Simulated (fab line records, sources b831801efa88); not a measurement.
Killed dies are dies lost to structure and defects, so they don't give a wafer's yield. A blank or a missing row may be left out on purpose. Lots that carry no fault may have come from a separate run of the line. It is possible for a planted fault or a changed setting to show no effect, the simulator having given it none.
fab line records + flow sky130
record:
- lots: 14
- wafers: 42
- last_day: 50
route steps=708 shown FIELD_ISO@1 DNWELL@42 PWDE@52 PAD_OPEN@708
lots that met no fault: from a run of the same line without faults
start_h: start of the lot's first displayed wafer, in hours after the record's first day + wait_h: how many hours have passed since the lot's step before this one + " repeats the value in the row above + L1.1+2: several wafers, shown together as one row + - value missing, or start not given + * or withheld: withheld + < > ~ a bound
route shown NAME@n: names a module that has steps shown in the file, with the first one's number in the route + usual: mean and standard deviation over wafers with no fault + same: alike in all rows + chamber/n: place in a boat + sites: each site's reading + _std_site: the standard deviation of these + _edge_site: outer sites' mean less inner sites' + radius_mm: how far each site lies from the wafer's centre + mask NAME#n: copy n + behind: the last tool/chamber to shape the wafer + hold: why the lot went on hold/how many hours it stayed there/how the hold came to an end + device: the transistor (n, p or np) that didn't switch + end of line: the tests these same wafers got at the end of their route + step lacking rows: just its recipe + killed: at the first sort, the dies lost to defects and structure; wafer yield is something else + map: a wafer's dies, marking killed ones x, the rest . and places with no die _
set.NAME: setting as actually run; set.NAME@STEP: the setting as run at that earlier step + model.NAME: the simulator's own value behind a step, which no gauge read
a sample of lots followed through the steps of the route, with each step as a table and each wafer as a row
services: when a tool's chamber went out of use (start_h, in hours from the record's first day, below 0 if earlier), for how many hours, and the reason
== steps ==
step: SKY_FIELD_ISO_BOW_MEAS_00
recipe:
- mode: bow
usual:
- INCOMING_BOW: 0/6.4
| lot.wafer | tool          | chamber | start_h | wait_h | INCOMING_BOW[um] |
|-----------|---------------|---------|---------|--------|------------------|
| L797.4    | film_metro-02 | -       | 10.06   | -      | 6                |
| L797.5    | "             | -       | "       | "      | 13               |
| L797.6    | "             | -       | "       | "      | -1               |
| L798.1    | film_metro-02 | -       | 15.00   | -      | -1               |
| L798.4    | "             | -       | "       | "      | -3               |
| L798.5    | "             | -       | "       | "      | -4               |
| L800.1    | film_metro-02 | -       | 25.00   | -      | -8               |
| L800.3    | "             | -       | "       | "      | -5               |
| L800.5    | "             | -       | "       | "      | -4               |
| L801.2    | film_metro-04 | -       | 30.02   | -      | -12              |
| L801.4    | "             | -       | "       | "      | -2               |
| L801.5    | "             | -       | "       | "      | 2                |
| L802.2    | film_metro-02 | -       | 35.02   | -      | -2               |
| L802.4    | "             | -       | "       | "      | 8                |
| L802.5    | "             | -       | "       | "      | -4               |
| L803.1    | film_metro-01 | -       | 40.00   | -      | -3               |
| L803.3    | "             | -       | "       | "      | 7                |
| L803.5    | "             | -       | "       | "      | -10              |
| L805.3    | film_metro-02 | -       | 50.04   | -      | 4                |
| L805.4    | "             | -       | "       | "      | 8                |
| L805.6    | "             | -       | "       | "      | 16               |
| L810.1    | film_metro-04 | -       | 75.00   | -      | 6                |
| L810.3    | "             | -       | "       | "      | -4               |
| L810.6    | "             | -       | "       | "      | -2               |
| L813.1    | film_metro-01 | -       | 90.00   | -      | -9               |
| L813.2    | "             | -       | "       | "      | 2                |
| L813.5    | "             | -       | "       | "      | 6                |
| L815.1    | film_metro-01 | -       | 100.00  | -      | -10              |
| L815.5    | "             | -       | "       | "      | -1               |
| L815.6    | "             | -       | "       | "      | -7               |
| L816.2    | film_metro-04 | -       | 105.02  | -      | -3               |
| L816.4    | "             | -       | "       | "      | -5               |
| L816.5    | "             | -       | "       | "      | 4                |
| L818.4    | film_metro-04 | -       | 115.06  | -      | -6               |
| L818.5    | "             | -       | "       | "      | 4                |
| L818.6    | "             | -       | "       | "      | 11               |
| L819.1    | film_metro-04 | -       | 120.00  | -      | -5               |
| L819.4    | "             | -       | "       | "      | -4               |
| L819.6    | "             | -       | "       | "      | -11              |
| L820.1    | film_metro-01 | -       | 125.00  | -      | -4               |
| L820.4    | "             | -       | "       | "      | 0                |
| L820.6    | "             | -       | "       | "      | 11               |
step: SKY_FIELD_ISO_THK_MEAS_02
recipe:
- reads: SiO2_of_FIELD_ISO_OXIDATION_01
usual:
- FIELD_ISO_OXIDATION_00_THK: 12.01/0.23
| lot.wafer | tool          | chamber | start_h | wait_h | FIELD_ISO_OXIDATION_00_THK[nm] |
|-----------|---------------|---------|---------|--------|--------------------------------|
| L797.4    | film_metro-04 | -       | 13.86   | 0.0    | 12.16                          |
| L797.5    | "             | -       | "       | "      | 12.13                          |
| L797.6    | "             | -       | "       | "      | 12.17                          |
| L798.1    | film_metro-04 | -       | 16.63   | 0.0    | 11.73                          |
| L798.4    | "             | -       | "       | "      | 11.64                          |
| L798.5    | "             | -       | "       | "      | 11.69                          |
| L800.1    | film_metro-04 | -       | 29.81   | 0.0    | 11.75                          |
| L800.3    | "             | -       | "       | "      | 11.97                          |
| L800.5    | "             | -       | "       | "      | 11.85                          |
| L801.2    | film_metro-04 | -       | 32.83   | 0.0    | 11.65                          |
| L801.4    | "             | -       | "       | "      | 11.48                          |
| L801.5    | "             | -       | "       | "      | 11.56                          |
| L802.2    | film_metro-01 | -       | 36.64   | 0.0    | 12.19                          |
| L802.4    | "             | -       | "       | "      | 12.29                          |
| L802.5    | "             | -       | "       | "      | 12.38                          |
| L803.1    | film_metro-04 | -       | 43.27   | 0.0    | 11.95                          |
| L803.3    | "             | -       | "       | "      | 11.59                          |
| L803.5    | "             | -       | "       | "      | 12.00                          |
| L805.3    | film_metro-02 | -       | 51.65   | 0.0    | 12.31                          |
| L805.4    | "             | -       | "       | "      | 12.27                          |
| L805.6    | "             | -       | "       | "      | 12.21                          |
| L810.1    | film_metro-01 | -       | 77.66   | 0.0    | 12.26                          |
| L810.3    | "             | -       | "       | "      | 12.13                          |
| L810.6    | "             | -       | "       | "      | 12.16                          |
| L813.1    | film_metro-02 | -       | 92.05   | 0.0    | 11.70                          |
| L813.2    | "             | -       | "       | "      | 11.57                          |
| L813.5    | "             | -       | "       | "      | 11.59                          |
| L815.1    | film_metro-02 | -       | 102.14  | 0.0    | 11.91                          |
| L815.5    | "             | -       | "       | "      | 12.02                          |
| L815.6    | "             | -       | "       | "      | 11.96                          |
| L816.2    | film_metro-02 | -       | 106.64  | 0.0    | 12.14                          |
| L816.4    | "             | -       | "       | "      | 11.90                          |
| L816.5    | "             | -       | "       | "      | 11.96                          |
| L818.4    | film_metro-04 | -       | 116.66  | 0.0    | 12.21                          |
| L818.5    | "             | -       | "       | "      | 12.12                          |
| L818.6    | "             | -       | "       | "      | 12.16                          |
| L819.1    | film_metro-04 | -       | 121.73  | 0.0    | 12.37                          |
| L819.4    | "             | -       | "       | "      | 12.16                          |
| L819.6    | "             | -       | "       | "      | 12.50                          |
| L820.1    | film_metro-04 | -       | 126.63  | 0.0    | 11.99                          |
| L820.4    | "             | -       | "       | "      | 12.11                          |
| L820.6    | "             | -       | "       | "      | 12.10                          |
step: SKY_DNWELL_IMPLANT_07
recipe:
- species: P
- energy_kev: withheld
- dose_cm2: withheld
- tilt_deg: withheld
| lot.wafer  | tool         | chamber | start_h | wait_h |
|------------|--------------|---------|---------|--------|
| L797.4+5+6 | implanter-01 | 0       | 53.35   | -      |
| L798.1+4+5 | implanter-03 | 0       | 58.08   | -      |
| L800.1+3+5 | implanter-03 | 0       | 69.28   | -      |
| L801.2+4+5 | implanter-04 | 0       | 74.45   | -      |
| L802.2+4+5 | implanter-03 | 0       | 84.64   | -      |
| L802.2+4+5 | implanter-03 | 0       | 84.96   | 0.3    |
| L803.1+3+5 | implanter-04 | 0       | 84.97   | -      |
| L805.3+4+6 | implanter-01 | 0       | 95.87   | -      |
| L805.3+4+6 | implanter-01 | 0       | 96.19   | 0.3    |
| L810.1+3+6 | implanter-01 | 0       | 122.07  | -      |
| L810.1+3+6 | implanter-01 | 0       | 122.39  | 0.3    |
| L813.1+2+5 | implanter-01 | 0       | 139.98  | -      |
| L815.1+5+6 | implanter-01 | 0       | 148.43  | -      |
| L816.2+4+5 | implanter-01 | 0       | 157.64  | -      |
| L818.4+5+6 | implanter-01 | 0       | 169.14  | -      |
| L819.1+4+6 | implanter-04 | 0       | 174.93  | -      |
| L820.1+4+6 | implanter-03 | 0       | 180.67  | -      |
step: SKY_DNWELL_TW_MEAS_09
usual:
- DNWELL_TW: 1118/7.3
| lot.wafer | tool          | chamber | start_h | wait_h | DNWELL_TW |
|-----------|---------------|---------|---------|--------|-----------|
| L797.4    | film_metro-03 | -       | 53.55   | 0.1    | 1110      |
| L797.5    | "             | -       | "       | "      | 1113      |
| L797.6    | "             | -       | "       | "      | 1105      |
| L798.1    | film_metro-01 | -       | 58.33   | 0.1    | 1131      |
| L798.4    | "             | -       | "       | "      | 1130      |
| L798.5    | "             | -       | "       | "      | 1125      |
| L800.1    | film_metro-01 | -       | 69.53   | 0.1    | 1127      |
| L800.3    | "             | -       | "       | "      | 1131      |
| L800.5    | "             | -       | "       | "      | 1130      |
| L801.2    | film_metro-03 | -       | 74.68   | 0.1    | 1106      |
| L801.4    | "             | -       | "       | "      | 1109      |
| L801.5    | "             | -       | "       | "      | 1111      |
| L803.1    | film_metro-03 | -       | 85.22   | 0.1    | 1110      |
| L803.3    | "             | -       | "       | "      | 1104      |
| L803.5    | "             | -       | "       | "      | 1106      |
| L802.2    | film_metro-01 | -       | 85.28   | 0.2    | 1406      |
| L802.4    | "             | -       | "       | "      | 1407      |
| L802.5    | "             | -       | "       | "      | 1399      |
| L805.3    | film_metro-01 | -       | 96.41   | 0.1    | 1396      |
| L805.4    | "             | -       | "       | "      | 1401      |
| L805.6    | "             | -       | "       | "      | 1397      |
| L810.1    | film_metro-03 | -       | 122.72  | 0.1    | 1396      |
| L810.3    | "             | -       | "       | "      | 1401      |
| L810.6    | "             | -       | "       | "      | 1398      |
| L813.1    | film_metro-03 | -       | 140.23  | 0.1    | 1121      |
| L813.2    | "             | -       | "       | "      | 1120      |
| L813.5    | "             | -       | "       | "      | 1122      |
| L815.1    | film_metro-01 | -       | 148.68  | 0.1    | 1128      |
| L815.5    | "             | -       | "       | "      | 1125      |
| L815.6    | "             | -       | "       | "      | 1123      |
| L816.2    | film_metro-01 | -       | 157.88  | 0.1    | 1113      |
| L816.4    | "             | -       | "       | "      | 1114      |
| L816.5    | "             | -       | "       | "      | 1111      |
| L818.4    | film_metro-03 | -       | 169.35  | 0.1    | 1121      |
| L818.5    | "             | -       | "       | "      | 1120      |
| L818.6    | "             | -       | "       | "      | 1117      |
| L819.1    | film_metro-03 | -       | 175.18  | 0.1    | 1120      |
| L819.4    | "             | -       | "       | "      | 1127      |
| L819.6    | "             | -       | "       | "      | 1116      |
| L820.1    | film_metro-03 | -       | 180.92  | 0.1    | 1119      |
| L820.4    | "             | -       | "       | "      | 1120      |
| L820.6    | "             | -       | "       | "      | 1115      |
step: SKY_PWDE_OVL_MEAS_07
usual:
- PWDE_OVL: 1.0/1.1
| lot.wafer | tool       | chamber | start_h | wait_h | PWDE_OVL[nm] |
|-----------|------------|---------|---------|--------|--------------|
| L797.4    | overlay-02 | -       | 69.49   | -      | 1.4          |
| L797.5    | "          | -       | "       | "      | 1.8          |
| L797.6    | "          | -       | "       | "      | 0.6          |
| L798.1    | overlay-01 | -       | 74.77   | -      | 0.7          |
| L798.4    | "          | -       | "       | "      | 1.2          |
| L798.5    | "          | -       | "       | "      | 1.0          |
| L800.1    | overlay-02 | -       | 85.62   | -      | 1.2          |
| L800.3    | "          | -       | "       | "      | 3.0          |
| L800.5    | "          | -       | "       | "      | 1.6          |
| L801.2    | overlay-02 | -       | 90.98   | -      | 1.2          |
| L801.4    | "          | -       | "       | "      | 0.8          |
| L801.5    | "          | -       | "       | "      | 1.3          |
| L802.2    | overlay-01 | -       | 102.43  | -      | 0.8          |
| L802.4    | "          | -       | "       | "      | 0.4          |
| L802.5    | "          | -       | "       | "      | 0.3          |
| L803.1    | overlay-02 | -       | 102.60  | -      | 0.4          |
| L803.3    | "          | -       | "       | "      | 0.4          |
| L803.5    | "          | -       | "       | "      | 0.9          |
| L805.3    | overlay-01 | -       | 113.98  | -      | -0.2         |
| L805.4    | "          | -       | "       | "      | 0.9          |
| L805.6    | "          | -       | "       | "      | 1.2          |
| L810.1    | overlay-01 | -       | 141.57  | -      | 2.6          |
| L810.3    | "          | -       | "       | "      | -0.9         |
| L810.6    | "          | -       | "       | "      | 1.9          |
| L813.1    | overlay-02 | -       | 159.95  | -      | 1.4          |
| L813.2    | "          | -       | "       | "      | 0.5          |
| L813.5    | "          | -       | "       | "      | 1.2          |
| L815.1    | overlay-01 | -       | 167.97  | -      | 0.9          |
| L815.5    | "          | -       | "       | "      | -1.2         |
| L815.6    | "          | -       | "       | "      | 0.9          |
| L816.2    | overlay-01 | -       | 177.23  | -      | 1.8          |
| L816.4    | "          | -       | "       | "      | 1.1          |
| L816.5    | "          | -       | "       | "      | 0.3          |
| L818.4    | overlay-02 | -       | 189.09  | -      | 0.8          |
| L818.5    | "          | -       | "       | "      | 1.1          |
| L818.6    | "          | -       | "       | "      | 2.4          |
| L819.1    | overlay-02 | -       | 194.45  | -      | -2.1         |
| L819.4    | "          | -       | "       | "      | -1.4         |
| L819.6    | "          | -       | "       | "      | 0.3          |
| L820.1    | overlay-01 | -       | 201.40  | -      | 1.4          |
| L820.4    | "          | -       | "       | "      | 0.7          |
| L820.6    | "          | -       | "       | "      | 2.2          |
step: SKY_PAD_OPEN_PROBE_99
usual:
- killed_at_M0_to_M3: 42/7.3
- killed_at_M4_up: 3.2/1.8
- killed_at_contacts: 25/5.2
- killed_at_front_end: 15/4.6
- killed_at_other: 0.3/0.62
- killed_dies: 85/9.9
- killed_open: 46/7.1
- killed_short: 38/5.7
same:
- gross_dies: 492
- killed_at_back_side: 0
| lot.wafer | tool      | chamber | start_h | wait_h | killed_at_M0_to_M3 | killed_at_M4_up | killed_at_contacts | killed_at_front_end | killed_at_other | killed_dies | killed_open | killed_short |
|-----------|-----------|---------|---------|--------|--------------------|-----------------|--------------------|---------------------|-----------------|-------------|-------------|--------------|
| L816.2    | prober-01 | -       | 1180.64 | 0.1    | 38                 | 2               | 29                 | 16                  | 0               | 85          | 48          | 37           |
| L816.4    | prober-01 | -       | 1180.74 | 0.2    | 35                 | 3               | 23                 | 20                  | 0               | 81          | 43          | 38           |
| L816.5    | prober-01 | -       | 1180.79 | 0.2    | 40                 | 4               | 20                 | 14                  | 1               | 79          | 42          | 35           |
killed by level:class
L816.2 LI_CONTACT:geometric_particle:open=10 VIA1:geometric_particle:open=8 CONTACT:geometric_particle:open=7 VIA1:geometric_particle:short=6 VIA2:geometric_particle:open=6 FIELD_ISO:geometric_particle:short=5 FIELD_ISO:geometric_particle:open=5 METAL2:geometric_particle:short=5
L816.4 CONTACT:geometric_particle:open=10 VIA1:geometric_particle:open=7 FIELD_ISO:geometric_particle:open=6 VIA3:geometric_particle:open=6 POLY_GATE:geometric_particle:open=5 LOCAL_INTERCONNECT:geometric_particle:short=5 CONTACT:geometric_particle:short=4 METAL2:geometric_particle:short=4
L816.5 VIA1:geometric_particle:open=9 METAL2:geometric_particle:short=8 VIA3:geometric_particle:open=6 CONTACT:geometric_particle:open=5 POLY_GATE:geometric_particle:open=4 LOCAL_INTERCONNECT:geometric_particle:open=4 LOCAL_INTERCONNECT:geometric_particle:short=4 METAL1:geometric_particle:open=4
== services ==
| tool         | chamber | start_h | hours | kind   |
|--------------|---------|---------|-------|--------|
| implanter-04 | -       | 59.36   | 1.4   | repair |
| implanter-01 | -       | 76.12   | 10.2  | repair |
| implanter-03 | -       | 87.06   | 10.8  | pm     |
| implanter-04 | -       | 122.67  | 2.4   | pm     |
| implanter-01 | -       | 128.34  | 5.1   | pm     |
| implanter-03 | -       | 145.31  | 2.1   | pm     |
== key ==
first_sign:
- step: SKY_DNWELL_IMPLANT_07
- reading: visit
- direction: added
effect:
- step: SKY_DNWELL_TW_MEAS_09
- reading: DNWELL_TW
- direction: up
- sigmas: 38
- usual: 1118
- struck: 1400
met_at SKY_DNWELL_IMPLANT_07
struck_lots L802,L805,L810
tester_left_out L802,L805,L810
not_acting_at SKY_FIELD_ISO_BOW_MEAS_00,SKY_FIELD_ISO_THK_MEAS_02,SKY_PWDE_OVL_MEAS_07
fault:
- kind: repeated_step_whole
- tool: implanter-01,implanter-03,implanter-04
- chamber: -
- onset_h: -
- steps: SKY_DNWELL_IMPLANT_07
- times: 1
- scope: struck_lots_only
tester_left_out: of these lots the tester's yield and bins aren't shown, on N5 and GAA mostly nor the transistor test; their killed dies are dies lost to structure and defects alone, not to doping, threshold or leakage, so they don't give the yield
